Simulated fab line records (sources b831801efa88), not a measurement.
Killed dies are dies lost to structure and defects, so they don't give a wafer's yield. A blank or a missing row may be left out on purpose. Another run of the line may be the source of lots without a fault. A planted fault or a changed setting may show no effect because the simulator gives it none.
Comparing a struck lot with a sound one || flow sky130 || 25 steps out of a route of 708
Sound: these wafers, L547.2, L547.3, L547.5. Wafers struck: L560.2, L560.3, L560.5. Last of all comes the cause.
Each step with rows lists, per side, the tool, then ch with its chambers, then its first start. Under that, the readings that differ: sound wafers || struck wafers || difference of the means || sigmas: that difference in standard deviations of wafers without a fault.
alike: readings with means less than 2 such deviations apart, plus words and numbers identical on both sides. not compared: withheld readings, readings lacking a value on some wafer, bounds such as >300 that could conceal the same value, and numbers that have no deviation in the record and whose values overlap.
Wherever a step has rows on one side only, a row that says differs or no value, or a row with sigmas, the two part there. When numbers do not overlap yet have no deviation, they are printed without sigmas and do not part them. Lack of a reading on every wafer of one side parts them only where that side has two or more wafers.

SKY_POLY_CUT_ETCH_11: etches Si3N4 in CF4/CH2F2/Ar, stops on poly-Si, time 42.5 s, target depth 60 nm.
  sound on rieDiel-04 ch 0,2,3, day 27 05:08; struck on rieDiel-04 ch 0,1, day 31 15:54
  alike: drypumpMotorCurrentA, oesProductAu, throttleValvePct
  not compared: rfHoursCounterH
SKY_POLY_CUT_STRIP_12: strips in O2/N2.
  sound on plasmaAsher-03 ch 0,1, day 27 05:10; struck on plasmaAsher-04 ch 0,1, day 31 15:58
{"reading": "stripTimeToEndpointS (s)", "sound": "5.322 5.318 5.299", "struck": "5.389 5.379 5.369", "difference": "+0.066", "sigmas": "+4"}
  alike: chamberPressureMTorr, drypumpMotorCurrentA, oesProductAu
  not compared: rfHoursCounterH
then, 7 steps without rows for these wafers: SKY_SD_P_DEHYDRATE_00 (time 60 s); SKY_SD_P_HMDS_01 (prime time 60 s); SKY_SD_P_COAT_02 (resist thk 1140 nm); SKY_SD_P_SOFTBAKE_03 (time 60 s); SKY_SD_P_EXPOSE_04 (exposes mask PSDM, target cd 380 nm); SKY_SD_P_PEB_05; SKY_SD_P_DEVELOP_06 (develop time 60 s).
SKY_SD_P_CD_MEAS_07 targets a cd of 380 nm.
  sound: cdSem-02 at day 28 09:04; struck: cdSem-02 at day 32 19:13
  alike: cdNm
SKY_SD_P_OVL_MEAS_08:
  sound: overlay-02 at day 28 09:10; struck: overlay-02 at day 32 19:19
  alike: SD_P_OVL
after that, 1 step had no rows for these wafers: SKY_SD_P_IMPLANT_09.
SKY_SD_P_STRIP_10: strips in O2/N2.
  sound on plasmaAsher-02 ch 0,1, day 28 09:21; struck on plasmaAsher-02 ch 0, day 32 19:30
  no value came back on the struck wafers for chamberPressureMTorr (mTorr), drypumpMotorCurrentA (A), oesProductAu (a.u.), stripTimeToEndpointS (s); on the sound wafers chamberPressureMTorr (mTorr) reads 1498.9 1500.8 1501.7
{"reading": "model.NOVOLAK_of_SD_P_COAT_02.thkNm (nm)", "sound": "0 0 0", "struck": "1141 1145 1139", "difference": "+1142", "sigmas": ""}
  not compared: rfHoursCounterH
SKY_SD_P_TW_MEAS_11:
  sound: filmMetro-03 at day 28 09:28; struck: filmMetro-01 at day 32 19:37
  alike: SD_P_TW
then, 8 steps without rows for these wafers: SKY_RES_XHIGH_DEHYDRATE_00 (time 60 s); SKY_RES_XHIGH_HMDS_01 (prime time 60 s); SKY_RES_XHIGH_COAT_02 (resist thk 1140 nm); SKY_RES_XHIGH_SOFTBAKE_03 (time 60 s); SKY_RES_XHIGH_EXPOSE_04 (exposes mask URPM, target cd 1270 nm); SKY_RES_XHIGH_PEB_05; SKY_RES_XHIGH_DEVELOP_06 (develop time 60 s); SKY_RES_XHIGH_IMPLANT_07.
SKY_RES_XHIGH_STRIP_08: strips in O2/N2.
  sound on plasmaAsher-03 ch 0,1, day 29 14:08; struck on plasmaAsher-03 ch 0,1, day 33 22:38
{"reading": "stripTimeToEndpointS (s)", "sound": "14.20 14.22 14.20", "struck": "31.44 31.49 31.38", "difference": "+17.23", "sigmas": "+99 or more"}
  alike: chamberPressureMTorr, drypumpMotorCurrentA, oesProductAu
  not compared: rfHoursCounterH
SKY_RES_XHIGH_TW_MEAS_09:
  sound: filmMetro-01 at day 29 14:15; struck: filmMetro-02 at day 33 22:45
{"reading": "RES_XHIGH_TW", "sound": "1678 1673 1673", "struck": "30 30 30", "difference": -1645, "sigmas": "-99 or more"}
then, 1 step without rows for these wafers: SKY_SD_N_DEHYDRATE_00 (time 60 s).

## WHERE THEY PART
Earliest at SKY_POLY_CUT_STRIP_12; latest, in this record, at SKY_RES_XHIGH_TW_MEAS_09.

WHY: the cause the simulator had injected
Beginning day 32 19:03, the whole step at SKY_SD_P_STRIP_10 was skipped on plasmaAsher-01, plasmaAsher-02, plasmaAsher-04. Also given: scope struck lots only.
